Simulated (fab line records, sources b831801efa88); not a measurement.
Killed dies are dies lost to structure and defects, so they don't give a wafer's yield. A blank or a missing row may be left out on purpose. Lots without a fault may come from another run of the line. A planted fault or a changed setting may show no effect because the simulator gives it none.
One fault seen from 2 desks | flow gf180mcu | each desk has only its own numbers; what lay behind them comes last

THE TOOL OWNER'S DESK: litho_track-03
The tool's own readings at GF_V1_DEHYDRATE_06 (time 60 s): means of the sampled wafers that have a number, for each lot that ran on this tool. A lot is out of limits, marked OUT, if its mean lies more than 4 standard deviations from the usual mean; the brackets give that distance.
Columns: A = heater_power_total_W at GF_V1_DEHYDRATE_06, usual 160.38 W; B = run_length_s at GF_V1_DEHYDRATE_06, usual 89.36 s
lot  | first seen here | A                        | B
L572 | day 18 09:17    | 160.53                   | 89.29
L582 | day 21 22:16    | 160.51                   | 89.22
L585 | day 22 21:25    | 177.96 (+99 or more) OUT | 72.55 (-99 or more) OUT
L590 | day 24 07:16    | 178.10 (+99 or more) OUT | 72.42 (-99 or more) OUT
This desk's finding: out of limits on L585, L590; first on L585, day 22 21:25 (heater_power_total_W at GF_V1_DEHYDRATE_06). In limits: L572, L582.

THE METROLOGY DESK
What the gauges read, lot by lot, whatever tool the lot ran on: means of the sampled wafers that have a number. A lot is out of limits, marked OUT, if its mean lies more than 4 standard deviations from the usual mean; the brackets give that distance.
Columns: A = cd_nm at GF_POLY_GATE_CD_MEAS_10, usual 280.6 nm
lot  | first seen here | A
L571 | day 9 10:05     | 280.9
L572 | day 9 21:22     | 279.2
L574 | day 10 04:30    | 281.3
L576 | day 10 22:18    | 280.7
L577 | day 11 02:53    | 281.3
L579 | day 11 13:13    | 280.0
L581 | day 12 02:55    | 280.8
L582 | day 12 14:50    | 279.8
L585 | day 13 10:28    | 281.4
L589 | day 14 08:19    | 281.6
L590 | day 14 16:44    | 281.1
L591 | day 15 03:24    | 280.5
L592 | day 15 06:22    | 279.3
This desk's finding: nothing out of limits on any of the 13 lots.

PUT TOGETHER
The tool owner's desk could have raised an alarm at day 22 21:25, on L585, L590.
The metrology desk saw nothing out of limits.
The metrology desk has L585, L590 on record, within its limits.
Of the lots named, all ran GF_V1_DEHYDRATE_06 on litho_track-03.

WHAT THE SIMULATOR HAD PUT IN
Process parameter drift: litho_track-03, from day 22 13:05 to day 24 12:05, at GF_V1_DEHYDRATE_06. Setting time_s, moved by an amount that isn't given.
Lots struck among those shown: L585, L590.
Hours from the fault's start to each desk's first reading out of limits: the tool owner's desk, 8.
